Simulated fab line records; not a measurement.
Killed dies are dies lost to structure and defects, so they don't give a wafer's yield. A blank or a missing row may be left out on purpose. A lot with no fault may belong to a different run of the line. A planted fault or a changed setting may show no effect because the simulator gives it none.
fab line records + flow sfqLine
[record]
- lots = 6
- wafers = 18
- lastDay = 100
route steps=325 shown I7@301 M8@311
lots untouched by any fault: they come from a run of this same line in which no faults occurred
startH: start of the lot's first displayed wafer, in hours after the record's first day + waitH: hours elapsed since this lot's preceding step + " unchanged from the row above + L1.1+2: a single row standing in for several wafers + - value missing, or start not given + * or withheld: withheld + < > ~ a bound
route shown NAME@n: names a module that has steps shown in the file, with the first one's number in the route + usual: average and standard deviation across the fault-free wafers + same: alike in all rows + chamber/n: place in a boat + sites: per-site readings + _std_site: how widely they spread, as a standard deviation + _edge_site: mean of outer sites minus mean of inner sites + radiusMm: for every site, how far away it sits from the centre of the wafer + mask NAME#n: copy n + behind: the tool/chamber that last shaped the wafer + hold: cause of the lot's hold/its duration in hours/its outcome + device: whichever transistor did not switch (one of n, p or np) + end of line: the tests these same wafers got at the end of their route + for a step that has no rows: nothing shown but its recipe + killed: at the first sort, the dies lost to defects and structure; wafer yield is something else + map: the dies of a wafer, with x for killed, . for not killed, _ for no die there
set.NAME: the setting that was run; set.NAME@STEP: the one run at that earlier step + model.NAME: the simulator's own value behind a step, which no gauge read
lots seen at some steps along the route; tables by step, rows by wafer
services: a tool's chamber out of use, with start hour (startH, from the record's first day; less than 0 if before it), hours out, and reason
[[steps]]
[step SFQ_TRILAYER_I7_VIA_LITHO_COAT_187]
[recipe]
- resist = KrF
- spinRpm = 3000
- resistThkNm = 650
[step SFQ_TRILAYER_I7_VIA_LITHO_SOFTBAKE_191]
[recipe]
- tempC = withheld
- timeS = withheld
- resist = KrF
[step SFQ_TRILAYER_I7_VIA_LITHO_EXPOSE_188]
[recipe]
- maskId = I7
- na = 0.6
- sourceShape = conventional
- sigmaOuter = 0.65
- targetCdNm = 1000
- doseMj = 21.3
[step SFQ_TRILAYER_I7_VIA_LITHO_PEB_190]
[recipe]
- pebTempC = 115
- pebTimeS = 60
- resist = KrF
[step SFQ_TRILAYER_I7_VIA_LITHO_DEVELOP_189]
[recipe]
- timeS = 60
- resist = KrF
[step SFQ_I7_OVL_MEAS_947]
[usual]
- I7_OVL = -4/5.6
| lot.wafer | tool       | chamber | startH  | waitH | I7_OVL[nm] |
|-----------|------------|---------|---------|-------|------------|
| L483.2    | overlay-02 | -       | 1961.18 | 0.1   | -2         |
| L483.3    | "          | -       | "       | "     | -7         |
| L483.6    | "          | -       | "       | "     | -1         |
| L484.2    | overlay-02 | -       | 2033.93 | 0.1   | -5         |
| L484.3    | "          | -       | "       | "     | 3          |
| L484.6    | "          | -       | "       | "     | -6         |
| L487.1    | overlay-01 | -       | 2240.82 | 0.1   | -6         |
| L487.2    | "          | -       | "       | "     | -10        |
| L487.5    | "          | -       | "       | "     | -2         |
| L494.2    | overlay-02 | -       | 2299.79 | 0.1   | -6         |
| L494.3    | "          | -       | "       | "     | -1         |
| L494.4    | "          | -       | "       | "     | -5         |
| L496.1    | overlay-01 | -       | 2309.06 | 0.1   | -4         |
| L496.2    | "          | -       | "       | "     | -3         |
| L496.4    | "          | -       | "       | "     | -1         |
| L501.2    | overlay-01 | -       | 2336.66 | 0.1   | -7         |
| L501.4    | "          | -       | "       | "     | -9         |
| L501.5    | "          | -       | "       | "     | -8         |
[step SFQ_TRILAYER_I7_VIA_BARC_OPEN_VIA_ETCH_260]
[recipe]
- maskMaterial = PR
- chemistry = O2
- targetDepthNm = 125
- target = BARC
- sourceW = 500
- biasW = 80
- pressureMtorr = 30
- timeS = 41.7
[usual]
- drypumpMotorCurrentA = 5.8/0.41
- oesProductAu = 0.685/0.0047
- rfFwdPowerW = 494.5/2.1
| lot.wafer | tool       | chamber | startH  | waitH | drypumpMotorCurrentA | oesProductAu | rfFwdPowerW | rfHoursCounterH |
|-----------|------------|---------|---------|-------|----------------------|--------------|-------------|-----------------|
| L483.2    | rieDiel-02 | 3       | 1961.21 | 0.0   | 5.5                  | 0.692        | 492.1       | 3               |
| L483.3    | "          | 0       | "       | "     | 6.7                  | 0.692        | 492.0       | 19              |
| L483.6    | "          | 3       | "       | "     | 5.5                  | 0.678        | 494.6       | -               |
| L484.2    | rieDiel-04 | 0       | 2033.96 | 0.0   | 6.2                  | 0.686        | 491.9       | 7               |
| L484.3    | "          | 3       | "       | "     | 5.7                  | 0.692        | 494.4       | 20              |
| L484.6    | "          | 1       | "       | "     | 6.0                  | 0.684        | 496.2       | -               |
| L487.1    | rieDiel-04 | 0       | 2240.85 | 0.0   | 6.2                  | 0.689        | 492.5       | 12              |
| L487.2    | "          | 3       | "       | "     | 5.7                  | 0.678        | 494.5       | 2               |
| L487.5    | "          | 1       | "       | "     | 6.0                  | 0.691        | 495.1       | -               |
| L494.2    | rieDiel-02 | 1       | 2299.82 | 0.0   | 5.6                  | 0.685        | 490.5       | 3               |
| L494.3    | "          | 0       | "       | "     | 6.7                  | 0.682        | 491.5       | 3               |
| L494.4    | "          | 3       | "       | "     | 5.5                  | 0.678        | 492.7       | 7               |
| L496.1    | rieDiel-04 | 0       | 2309.09 | 0.0   | 6.2                  | 0.685        | 494.6       | 13              |
| L496.2    | "          | 2       | "       | "     | 5.6                  | 0.687        | 494.0       | 13              |
| L496.4    | "          | 3       | "       | "     | 5.7                  | 0.685        | 495.1       | 3               |
| L501.2    | rieDiel-04 | 1       | 2336.69 | 0.0   | 6.0                  | 0.695        | 494.6       | 4               |
| L501.4    | "          | 2       | "       | "     | 5.6                  | 0.696        | 493.6       | 13              |
| L501.5    | "          | 0       | "       | "     | 6.2                  | 0.687        | 494.3       | -               |
[step SFQ_TRILAYER_I7_VIA_ETCH_VIA_ETCH_190]
[recipe]
- target = SiO2
- stopOn = Nb
- maskMaterial = PR
- taperDeg = 20
- chemistry = CHF3
- targetDepthNm = 260
- sourceW = 500
- biasW = 80
- pressureMtorr = 30
- timeS = withheld
[usual]
- drypumpMotorCurrentA = 5.8/0.41
- oesProductAu = 0.853/0.0054
- rfFwdPowerW = 498.2/1.6
| lot.wafer | tool       | chamber | startH  | waitH | drypumpMotorCurrentA | oesProductAu | rfFwdPowerW |
|-----------|------------|---------|---------|-------|----------------------|--------------|-------------|
| L483.2    | rieDiel-02 | 3       | 1961.25 | 0.0   | 5.5                  | 0.855        | 499.2       |
| L483.3    | "          | 0       | "       | "     | 6.7                  | 0.852        | 497.6       |
| L483.6    | "          | 3       | "       | "     | 5.5                  | 0.866        | 497.3       |
| L484.2    | rieDiel-04 | 0       | 2034.00 | 0.0   | 6.2                  | 0.854        | 497.3       |
| L484.3    | "          | 3       | "       | "     | 5.7                  | 0.862        | 499.8       |
| L484.6    | "          | 1       | "       | "     | 6.0                  | 0.851        | 499.2       |
| L487.1    | rieDiel-04 | 0       | 2240.89 | 0.0   | 6.2                  | 0.851        | 497.3       |
| L487.2    | "          | 3       | "       | "     | 5.7                  | 0.865        | 495.7       |
| L487.5    | "          | 1       | "       | "     | 6.0                  | 0.852        | 496.5       |
| L494.2    | rieDiel-02 | 1       | 2299.86 | 0.0   | 5.6                  | 0.841        | 496.5       |
| L494.3    | "          | 0       | "       | "     | 6.7                  | 0.846        | 498.6       |
| L494.4    | "          | 3       | "       | "     | 5.5                  | 0.852        | 496.9       |
| L496.1    | rieDiel-04 | 0       | 2309.13 | 0.0   | 6.2                  | 0.852        | 496.5       |
| L496.2    | "          | 2       | "       | "     | 5.5                  | 0.853        | 498.6       |
| L496.4    | "          | 3       | "       | "     | 5.7                  | 0.850        | 498.8       |
| L501.2    | rieDiel-04 | 1       | 2336.73 | 0.0   | 6.0                  | 0.851        | 495.6       |
| L501.4    | "          | 2       | "       | "     | 5.6                  | 0.847        | 497.8       |
| L501.5    | "          | 0       | "       | "     | 6.2                  | 0.849        | 499.6       |
[step SFQ_TRILAYER_I7_VIA_STRIP_STRIP_191]
[recipe]
- gas = O2
- powerW = 200
- platenTempC = 40
- overashFraction = 0.65
- chemistry = O2
- pressureMtorr = 50
[usual]
- drypumpMotorCurrentA = 6.2/0.46
- oesProductAu = 1.002/0.01
| lot.wafer | tool        | chamber | startH  | waitH | drypumpMotorCurrentA | oesProductAu | rfHoursCounterH |
|-----------|-------------|---------|---------|-------|----------------------|--------------|-----------------|
| L483.2    | rieMetal-04 | 0       | 1961.36 | -     | 6.7                  | 1.016        | 42              |
| L483.3    | "           | 1       | "       | "     | 6.1                  | 1.017        | -               |
| L483.6    | "           | 1       | "       | "     | 6.1                  | 1.013        | -               |
| L484.2    | rieMetal-04 | 0       | 2034.11 | -     | 6.7                  | 1.007        | 50              |
| L484.3    | "           | 0       | "       | "     | 6.7                  | 1.000        | -               |
| L484.6    | "           | 1       | "       | "     | 6.1                  | 1.002        | -               |
| L487.1    | rieMetal-02 | 1       | 2241.01 | -     | 6.4                  | 1.010        | 95              |
| L487.2    | "           | 0       | "       | "     | 5.6                  | 1.013        | 55              |
| L487.5    | "           | 1       | "       | "     | 6.3                  | 1.004        | -               |
| L494.2    | rieMetal-03 | 0       | 2299.97 | -     | 6.0                  | 1.002        | 12              |
| L494.3    | "           | 0       | "       | "     | 6.0                  | 0.994        | -               |
| L494.4    | "           | 1       | "       | "     | 5.3                  | 0.984        | -               |
| L496.1    | rieMetal-02 | 1       | 2309.24 | -     | 6.3                  | 0.994        | 102             |
| L496.2    | "           | 0       | "       | "     | 5.6                  | 0.984        | 62              |
| L496.4    | "           | 0       | "       | "     | 5.6                  | 0.991        | -               |
| L501.2    | rieMetal-02 | 1       | 2336.84 | -     | 6.3                  | 0.993        | 105             |
| L501.4    | "           | 1       | "       | "     | 6.3                  | 1.001        | -               |
| L501.5    | "           | 0       | "       | "     | 5.6                  | 0.989        | -               |
[step SFQ_TRILAYER_I7_VIA_STRIP_SOLV_CLEAN_192]
[recipe]
- chemistry = NMP
- tempC = 70
- timeS = 600
[step SFQ_TRILAYER_M8_LITHO_LOR_COAT_197]
[recipe]
- resist = lift-off
- spinRpm = 3000
[step SFQ_TRILAYER_M8_LITHO_LOR_BAKE_198]
[recipe]
- resist = lift-off
- tempC = withheld
- timeS = withheld
[step SFQ_TRILAYER_M8_LITHO_COAT_193]
[recipe]
- resist = KrF
- spinRpm = 3000
- resistThkNm = 600
[usual]
- spinSpeedRpm = 3000.0/1.7
| lot.wafer | tool          | chamber | startH | waitH | spinSpeedRpm | model.KrF_of_TRILAYER_M8_LITHO_COAT_193.thkNm |
|-----------|---------------|---------|--------|-------|--------------|-----------------------------------------------|
| L483.2    | lithoTrack-04 | 0       | 1963   | -     | 3003.4       | 599.7                                         |
| L483.3    | "             | 0       | "      | "     | 3001.3       | 600.1                                         |
| L483.6    | "             | 0       | "      | "     | 2998.7       | 600                                           |
| L484.2    | lithoTrack-01 | 0       | 2035   | -     | 3000.4       | 597.6                                         |
| L484.3    | "             | 0       | "      | "     | 3000.6       | 598.8                                         |
| L484.6    | "             | 0       | 2036   | -     | 3000.7       | 596.2                                         |
| L487.1    | lithoTrack-01 | 0       | 2242   | -     | 2999.0       | 599.2                                         |
| L487.2    | "             | 0       | "      | "     | 2997.8       | 599.2                                         |
| L487.5    | "             | 0       | "      | "     | 3003.8       | 599.7                                         |
| L494.2    | lithoTrack-01 | 0       | 2301   | -     | 2950.8       | 604.5                                         |
| L494.3    | "             | 0       | "      | "     | 2948.7       | 602.7                                         |
| L494.4    | "             | 0       | "      | "     | 2948.4       | 603.1                                         |
| L496.1    | lithoTrack-01 | 0       | 2310   | -     | 2946.4       | 604.5                                         |
| L496.2    | "             | 0       | "      | "     | 2946.8       | 604.3                                         |
| L496.4    | "             | 0       | 2311   | -     | 2948.6       | 606.1                                         |
| L501.2    | lithoTrack-03 | 0       | 2338   | -     | 2998.7       | 598.9                                         |
| L501.4    | "             | 0       | "      | "     | 3000.9       | 596.7                                         |
| L501.5    | "             | 0       | "      | "     | 3001.6       | 597.7                                         |
[step SFQ_TRILAYER_M8_LITHO_SOFTBAKE_199]
[recipe]
- tempC = withheld
- timeS = withheld
- resist = KrF
[step SFQ_TRILAYER_M8_LITHO_EXPOSE_194]
[recipe]
- maskId = M8
- na = 0.6
- sourceShape = conventional
- sigmaOuter = 0.65
- targetCdNm = 2000
- doseMj = 14.4
[step SFQ_TRILAYER_M8_LITHO_PEB_196]
[recipe]
- pebTempC = 115
- pebTimeS = 60
- resist = KrF
[step SFQ_TRILAYER_M8_LITHO_DEVELOP_195]
[recipe]
- imgClearS = 15
- timeS = 55
- resist = KrF
| lot.wafer | tool          | chamber | startH  | waitH | model.KrF_of_TRILAYER_M8_LITHO_COAT_193.thkNm |
|-----------|---------------|---------|---------|-------|-----------------------------------------------|
| L483.2    | lithoTrack-03 | 0       | 2070.66 | 0.1   | 575.5                                         |
| L483.3    | "             | 0       | "       | "     | 575.9                                         |
| L483.6    | "             | 0       | "       | "     | 575.7                                         |
| L484.2    | lithoTrack-03 | 0       | 2071.99 | 0.1   | 573.4                                         |
| L484.3    | "             | 0       | "       | "     | 574.5                                         |
| L484.6    | "             | 0       | "       | "     | 571.9                                         |
| L487.1    | lithoTrack-03 | 0       | 2244.57 | 0.1   | 574.9                                         |
| L487.2    | "             | 0       | "       | "     | 575                                           |
| L487.5    | "             | 0       | "       | "     | 575.4                                         |
| L494.2    | lithoTrack-01 | 0       | 2305.33 | 0.1   | 580.2                                         |
| L494.3    | "             | 0       | "       | "     | 578.4                                         |
| L494.4    | "             | 0       | "       | "     | 578.9                                         |
| L496.1    | lithoTrack-01 | 0       | 2389.13 | 0.1   | 580.2                                         |
| L496.2    | "             | 0       | "       | "     | 580                                           |
| L496.4    | "             | 0       | "       | "     | 581.9                                         |
| L501.2    | lithoTrack-04 | 0       | 2407.15 | 0.1   | 574.6                                         |
| L501.4    | "             | 0       | "       | "     | 572.4                                         |
| L501.5    | "             | 0       | "       | "     | 573.5                                         |
[step SFQ_M8_OVL_MEAS_948]
[usual]
- M8_OVL = 1/5.7
| lot.wafer | tool       | chamber | startH  | waitH | M8_OVL[nm] |
|-----------|------------|---------|---------|-------|------------|
| L483.2    | overlay-01 | -       | 2070.79 | 0.1   | 3          |
| L483.3    | "          | -       | "       | "     | -4         |
| L483.6    | "          | -       | "       | "     | 1          |
| L484.2    | overlay-01 | -       | 2072.11 | 0.1   | -3         |
| L484.3    | "          | -       | "       | "     | -1         |
| L484.6    | "          | -       | "       | "     | 1          |
| L487.1    | overlay-02 | -       | 2244.71 | 0.1   | 3          |
| L487.2    | "          | -       | "       | "     | 8          |
| L487.5    | "          | -       | "       | "     | 2          |
| L494.2    | overlay-02 | -       | 2305.45 | 0.1   | -4         |
| L494.3    | "          | -       | "       | "     | 0          |
| L494.4    | "          | -       | "       | "     | -2         |
| L496.1    | overlay-01 | -       | 2389.27 | 0.1   | 4          |
| L496.2    | "          | -       | "       | "     | 5          |
| L496.4    | "          | -       | "       | "     | 1          |
| L501.2    | overlay-01 | -       | 2407.27 | 0.1   | 9          |
| L501.4    | "          | -       | "       | "     | 1          |
| L501.5    | "          | -       | "       | "     | 0          |
[[services]]
| tool        | chamber | startH  | hours | kind   |
|-------------|---------|---------|-------|--------|
| rieDiel-02  | 3       | 1941.74 | 3.5   | repair |
| rieDiel-02  | 1       | 1947.82 | 7.7   | repair |
| rieDiel-02  | 2       | 1966.75 | 10.6  | repair |
| rieMetal-03 | -       | 1972.08 | 2.8   | pm     |
| rieDiel-04  | 2       | 1995.59 | 6.8   | repair |
| rieMetal-04 | -       | 2010.63 | 1.4   | repair |
| rieMetal-02 | -       | 2020.10 | 0.9   | repair |
| rieDiel-04  | 0       | 2023.11 | 10.8  | repair |
| rieDiel-04  | 3       | 2050.54 | 64.8  | repair |
| rieDiel-04  | 2       | 2050.72 | 3.5   | repair |
| rieMetal-02 | 0       | 2138.54 | 18.1  | repair |
| rieDiel-02  | 1       | 2153.79 | 18.3  | repair |
| rieDiel-04  | 2       | 2158.06 | 22.3  | repair |
| rieDiel-02  | 3       | 2169.51 | 18.7  | repair |
| rieMetal-04 | -       | 2282.31 | 4.3   | pm     |
| rieDiel-02  | 3       | 2307.55 | 2.8   | repair |
| rieDiel-04  | 0       | 2312.77 | 2.7   | repair |
| rieDiel-04  | -       | 2313.10 | 0.7   | repair |
| rieMetal-03 | 1       | 2329.52 | 7.2   | repair |
| rieDiel-02  | 1       | 2333.32 | 14.6  | repair |
| rieDiel-02  | 2       | 2336.48 | 9.0   | repair |
| rieDiel-04  | 1       | 2355.41 | 6.6   | repair |
| rieDiel-02  | 1       | 2358.25 | 9.5   | repair |
| rieDiel-04  | -       | 2365.31 | 2.8   | pm     |
[[key]]
[firstSign]
- step = SFQ_TRILAYER_M8_LITHO_COAT_193
- reading = spinSpeedRpm
- direction = down
- sigmas = 30
- usual = 3000.0
- struck = 2948.3
effect none on later readings
[modelEffect]
- step = SFQ_TRILAYER_M8_LITHO_COAT_193
- value = KrF_of_TRILAYER_M8_LITHO_COAT_193.thkNm
- without = 599
- struck = 604.2
[modelEffect]
- step = SFQ_TRILAYER_M8_LITHO_DEVELOP_195
- value = KrF_of_TRILAYER_M8_LITHO_COAT_193.thkNm
- without = 574.8
- struck = 579.9
metAt SFQ_TRILAYER_M8_LITHO_COAT_193
struckWafers L494.2,L494.3,L494.4,L496.1,L496.2,L496.4
onsetBetween 2242 2301
[fault]
- kind = processParameterDrift
- tool = lithoTrack-01
- chamber = -
- onsetH = 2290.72
- steps = SFQ_TRILAYER_M8_LITHO_COAT_193
- channel = spinRpm
- offset = -51.234
- shape = step
- endH = 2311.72
- actsIn = theseRecipesOnly
- stated = 3000
